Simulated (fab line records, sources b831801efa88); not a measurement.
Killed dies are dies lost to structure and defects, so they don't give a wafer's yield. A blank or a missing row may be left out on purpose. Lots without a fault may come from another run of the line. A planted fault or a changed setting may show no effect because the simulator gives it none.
A struck lot beside a sound one | flow sky130 | 17 steps out of a route of 708
Sound: wafers L847.2, L847.3, L847.6. Struck: wafer L846.3. (L846.2, L846.6 of the same lot were not struck and are left out.) The cause comes at the end.
At each step with rows: each side's tool, then ch and its chambers, then its first start. Under that, the readings that differ: sound wafers | struck wafers | difference of the means | sigmas: that difference in standard deviations of wafers without a fault.
alike: readings whose means differ by less than 2 such deviations, and words and numbers that are the same on both sides. not compared: withheld readings, readings that some wafer has no value for, bounds like >300 that may hide the same value, and numbers for which the record gives no deviation and whose values overlap.
The two part at a step that has a row with sigmas, a row that says differs or no value, or rows on one side only. Numbers that don't overlap but have no deviation are shown without sigmas and don't part them. A reading that every wafer of one side lacks parts them only if that side has two wafers or more.

SKY_LOCAL_INTERCONNECT_RS_MEAS_01: measures by four-point-probe.
  sound on film_metro-04, day 30 05:29; struck on film_metro-02, day 29 22:05
  alike: LOCAL_INTERCONNECT_TIN_RS
SKY_LOCAL_INTERCONNECT_THK_MEAS_02: measures by xrf.
  sound on film_metro-04, day 30 05:35; struck on film_metro-02, day 29 22:12
  alike: LOCAL_INTERCONNECT_TIN_THK
then, 8 steps without rows for these wafers: SKY_LOCAL_INTERCONNECT_DEHYDRATE_03 (time 60 s); SKY_LOCAL_INTERCONNECT_HMDS_04 (prime time 60 s); SKY_LOCAL_INTERCONNECT_COAT_05 (resist thk 60 nm); SKY_LOCAL_INTERCONNECT_COAT_06 (resist thk 450 nm); SKY_LOCAL_INTERCONNECT_SOFTBAKE_07 (time 90 s); SKY_LOCAL_INTERCONNECT_EXPOSE_08 (exposes mask LI1M, target cd 170 nm); SKY_LOCAL_INTERCONNECT_PEB_09; SKY_LOCAL_INTERCONNECT_DEVELOP_10 (develop time 60 s).
SKY_LOCAL_INTERCONNECT_CD_MEAS_11: target cd 170 nm.
  sound on cd_sem-01, day 31 08:32; struck on cd_sem-01, day 31 01:28
  alike: cd_nm
SKY_LOCAL_INTERCONNECT_OVL_MEAS_12:
  sound on overlay-01, day 31 08:39; struck on overlay-01, day 31 01:35
  alike: LOCAL_INTERCONNECT_OVL
SKY_LOCAL_INTERCONNECT_ETCH_13: etches BARC in N2/H2, stops on SiO2, time 45.9 s, target depth 60 nm.
  sound on rie_metal-03 ch 0,1, day 31 08:41; struck on rie_metal-02 ch 0, day 31 01:37
  reading                                                   | sound             | struck | difference | sigmas
  oes_product_au (a.u.)                                     | 0.852 0.855 0.854 | 0.863  | +0.009     | +2
  model.KrF-thick_of_LOCAL_INTERCONNECT_COAT_06.thk_nm (nm) | 392 391.4 392.7   | 376.6  | -15.4      |
  model.LOCAL_INTERCONNECT.cd_nm (nm)                       | 168.3 167.7 167.2 | 165.5  | -2.2       |
  model.SiO2_of_SONOS_ONO_CVD_04.thk_nm (nm)                | 4.109 4.138 4.137 | 3.307  | -0.821     |
  alike: bias_w, drypump_motor_current_A, throttle_valve_pct
  not compared: rf_hours_counter_h
SKY_LOCAL_INTERCONNECT_METAL_ETCH_14: etches TiN in Cl2/BCl3, stops on PSG, target depth 110 nm, time 31.4 s.
  sound on rie_metal-03 ch 0,1, day 31 08:44; struck on rie_metal-02 ch 0, day 31 01:40
  reading                                                   | sound                | struck | difference | sigmas
  throttle_valve_pct (%)                                    | 21.897 21.902 21.885 | 21.915 | +0.020     | +2
  model.KrF-thick_of_LOCAL_INTERCONNECT_COAT_06.thk_nm (nm) | 346.8 347.3 347.6    | 332.8  | -14.4      |
  model.LOCAL_INTERCONNECT.cd_nm (nm)                       | 168.3 169.3 167.4    | 164.3  | -4.0       |
  alike: bias_w, drypump_motor_current_A, oes_product_au
  not compared: rf_hours_counter_h
SKY_LOCAL_INTERCONNECT_STRIP_15: strips in O2/N2.
  sound on plasma_asher-01 ch 0,1, day 31 08:47; struck on plasma_asher-02 ch 1, day 31 01:43
  reading                      | sound             | struck | difference | sigmas
  strip_time_to_endpoint_s (s) | 4.711 4.709 4.718 | 4.560  | -0.153     | -8
  alike: drypump_motor_current_A, oes_product_au
  not compared: rf_hours_counter_h
then, 1 step without rows for these wafers: SKY_LOCAL_INTERCONNECT_STRIP_16 (strips in post etch residue remover, time 1200 s).
-- the record jumps here: 15 days lie between the struck wafers' starts before and after (it left off in module LOCAL_INTERCONNECT and takes up again in module PAD_OPEN, whose first step shown is number 708 of the route) --
SKY_PAD_OPEN_PROBE_99:
  sound on prober-02, day 46 10:55; struck on prober-01, day 46 07:43
  alike: killed_at_M0_to_M3, killed_at_M4_up, killed_at_contacts, killed_at_front_end, killed_at_other, killed_dies, killed_open, killed_short

WHERE THEY PART
First at SKY_LOCAL_INTERCONNECT_ETCH_13; last, within this record, at SKY_LOCAL_INTERCONNECT_STRIP_15. Later steps at which nothing parts them and some readings are alike: SKY_PAD_OPEN_PROBE_99.

WHY: what the simulator had put in
Process parameter drift: rie_metal-02, from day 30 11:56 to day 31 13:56, at SKY_LOCAL_INTERCONNECT_ETCH_13. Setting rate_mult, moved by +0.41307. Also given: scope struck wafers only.
